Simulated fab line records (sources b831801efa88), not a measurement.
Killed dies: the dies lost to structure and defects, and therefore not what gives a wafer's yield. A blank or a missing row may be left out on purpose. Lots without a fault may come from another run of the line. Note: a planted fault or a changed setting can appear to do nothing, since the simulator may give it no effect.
The tool behind it: which one? + flow gf180mcu + Sampling: 14 lots, 42 wafers, 4 of 602 route steps

## WHAT THE GAUGES SHOWED, per wafer
GF_NSD_CD_MEAS_07: target cd 400 nm.
| lot  | measured     | on        | cd nm (nm)        |
|------|--------------|-----------|-------------------|
| L672 | day 13 14:27 | cd sem-01 | 401.2 403.8 400.0 |
| L673 | day 13 17:28 | cd sem-01 | 401.6 400.2 401.0 |
| L675 | day 14 08:55 | cd sem-01 | 400.4 403.7 400.1 |
| L678 | day 15 08:23 | cd sem-02 | 401.4 401.4 399.2 |
| L679 | day 15 22:10 | cd sem-02 | 397.7 395.8 397.9 |
| L682 | day 16 18:34 | cd sem-01 | 396.7 399.2 395.9 |
| L687 | day 18 15:41 | cd sem-02 | 404.7 403.7 405.0 |
| L688 | day 19 04:34 | cd sem-02 | 397.7 397.1 396.7 |
| L689 | day 19 06:05 | cd sem-02 | 399.7 400.2 398.5 |
| L690 | day 19 13:53 | cd sem-02 | 399.9 400.9 401.3 |
| L691 | day 19 20:07 | cd sem-01 | 399.2 398.4 397.7 |
| L692 | day 20 07:07 | cd sem-01 | 404.2 402.2 402.2 |
| L694 | day 20 22:29 | cd sem-01 | 399.2 395.9 398.9 |
| L695 | day 21 03:57 | cd sem-01 | 398.5 397.7 399.9 |

GF_PSD_CD_MEAS_07: target cd 400 nm.
| lot  | measured     | on        | cd nm (nm)        |
|------|--------------|-----------|-------------------|
| L672 | day 14 11:28 | cd sem-01 | 400.2 399.3 399.0 |
| L673 | day 14 14:40 | cd sem-01 | 399.8 400.3 401.8 |
| L675 | day 15 06:21 | cd sem-02 | 399.0 396.0 398.6 |
| L678 | day 16 06:10 | cd sem-02 | 401.0 401.3 400.1 |
| L679 | day 16 20:37 | cd sem-02 | 395.1 396.8 397.5 |
| L682 | day 17 18:16 | cd sem-02 | 397.0 399.5 397.6 |
| L687 | day 19 16:22 | cd sem-02 | 398.1 400.1 399.8 |
| L688 | day 20 04:55 | cd sem-01 | 395.8 395.7 395.9 |
| L689 | day 20 06:35 | cd sem-02 | 404.2 405.4 403.0 |
| L690 | day 20 14:52 | cd sem-02 | 399.1 398.7 398.6 |
| L691 | day 20 20:37 | cd sem-01 | 396.3 397.0 399.1 |
| L692 | day 21 07:06 | cd sem-01 | 398.2 399.9 398.8 |
| L694 | day 21 22:58 | cd sem-01 | 397.9 397.2 396.8 |
| L695 | day 22 03:57 | cd sem-02 | 400.0 399.6 400.8 |

GF_SALICIDE_RS_MEAS_04: the measuring method here is four-point-probe.
| lot  | measured     | on            | SALICIDE_TIN_RS (ohm/sq) |
|------|--------------|---------------|--------------------------|
| L672 | day 15 09:26 | film metro-03 | 16.26 15.91 16.28        |
| L673 | day 15 12:58 | film metro-04 | 16.47 16.54 16.34        |
| L675 | day 16 04:42 | film metro-03 | 15.98 15.95 16.05        |
| L678 | day 17 06:37 | film metro-03 | 16.53 21.94 21.87        |
| L679 | day 17 21:02 | film metro-03 | 16.62 16.77 16.52        |
| L682 | day 18 18:55 | film metro-03 | 22.17 21.87 21.94        |
| L687 | day 20 17:28 | film metro-03 | 16.23 16.45 16.48        |
| L688 | day 21 05:37 | film metro-02 | 15.91 15.95 16.00        |
| L689 | day 21 07:50 | film metro-03 | 16.33 16.36 16.23        |
| L690 | day 21 16:03 | film metro-03 | 16.11 16.09 16.08        |
| L691 | day 21 21:19 | film metro-02 | 16.15 16.40 16.41        |
| L692 | day 22 08:11 | film metro-03 | 16.25 16.53 16.07        |
| L694 | day 22 23:34 | film metro-02 | 16.04 16.17 16.01        |
| L695 | day 23 04:37 | film metro-04 | 16.20 16.08 16.09        |

## TOOL THAT RAN EACH LOT (tool first, then ch and the chambers of the sampled wafers, then the start)
| lot  | GF_SALICIDE_SPUTTER_02       |
|------|------------------------------|
| L672 | pvd sputter-01, day 15 09:21 |
| L673 | pvd sputter-04, day 15 12:55 |
| L675 | pvd sputter-04, day 16 04:39 |
| L678 | pvd sputter-04, day 17 06:32 |
| L679 | pvd sputter-02, day 17 20:58 |
| L682 | pvd sputter-04, day 18 18:48 |
| L687 | pvd sputter-01, day 20 17:23 |
| L688 | pvd sputter-02, day 21 05:32 |
| L689 | pvd sputter-04, day 21 07:45 |
| L690 | pvd sputter-04, day 21 15:57 |
| L691 | pvd sputter-04, day 21 21:16 |
| L692 | pvd sputter-01, day 22 08:08 |
| L694 | pvd sputter-04, day 22 23:30 |
| L695 | pvd sputter-04, day 23 04:34 |
- GF_SALICIDE_SPUTTER_02: material Co, target thk 10 nm, time 20 s.

## AS READ BY THE TOOLS THEMSELVES (means over the sampled wafers that have a number; for cases with no such wafer, the mark the record gives instead)
GF_SALICIDE_SPUTTER_02.
| lot  | tool           | throttle valve pct (%) |
|------|----------------|------------------------|
| L672 | pvd sputter-01 | 30.9                   |
| L673 | pvd sputter-04 | 29.4                   |
| L675 | pvd sputter-04 | 28.7                   |
| L678 | pvd sputter-04 | 28.7                   |
| L679 | pvd sputter-02 | 30.2                   |
| L682 | pvd sputter-04 | 28.6                   |
| L687 | pvd sputter-01 | 30.7                   |
| L688 | pvd sputter-02 | 30.3                   |
| L689 | pvd sputter-04 | 29.5                   |
| L690 | pvd sputter-04 | 28.7                   |
| L691 | pvd sputter-04 | 28.9                   |
| L692 | pvd sputter-01 | 30.2                   |
| L694 | pvd sputter-04 | 28.8                   |
| L695 | pvd sputter-04 | 28.9                   |

## THE ANSWER, worked out from the rows above alone
Rule: the lots themselves supply what counts as usual. Put in order of their means at a reading, lots are off if they are a third of the lots or fewer, leave a main group of 4 or more, and stand apart from it by a gap of 3 or more times the standard deviation of the main group's means; of several such gaps the widest counts. A main group whose means are all the same, to the digits that the tables above print for the reading, isn't used. A lot without any number at a reading at which 4 lots or more have one is off too. Where the step has rows for the other lots, those lots are counted as sound. First the gauges in route order, then the tools' own readings, where a lot's mean is used as printed above. The first step at which some lot is off is used, and at that step the reading that is off furthest; a lot without a number counts as furthest.
Off: L678, L682, at GF_SALICIDE_RS_MEAS_04 (SALICIDE_TIN_RS). For the main group the mean is 16.23 ohm/sq and the standard deviation 0.19.
A tool fits if, at a process step before that reading, it ran every lot that is off, and no sound lot after the first of them. Gauges at GF_SALICIDE_RS_MEAS_04: tried the same way as those tools. No candidate that was tried fits.

## WHAT THE SIMULATOR PUT IN
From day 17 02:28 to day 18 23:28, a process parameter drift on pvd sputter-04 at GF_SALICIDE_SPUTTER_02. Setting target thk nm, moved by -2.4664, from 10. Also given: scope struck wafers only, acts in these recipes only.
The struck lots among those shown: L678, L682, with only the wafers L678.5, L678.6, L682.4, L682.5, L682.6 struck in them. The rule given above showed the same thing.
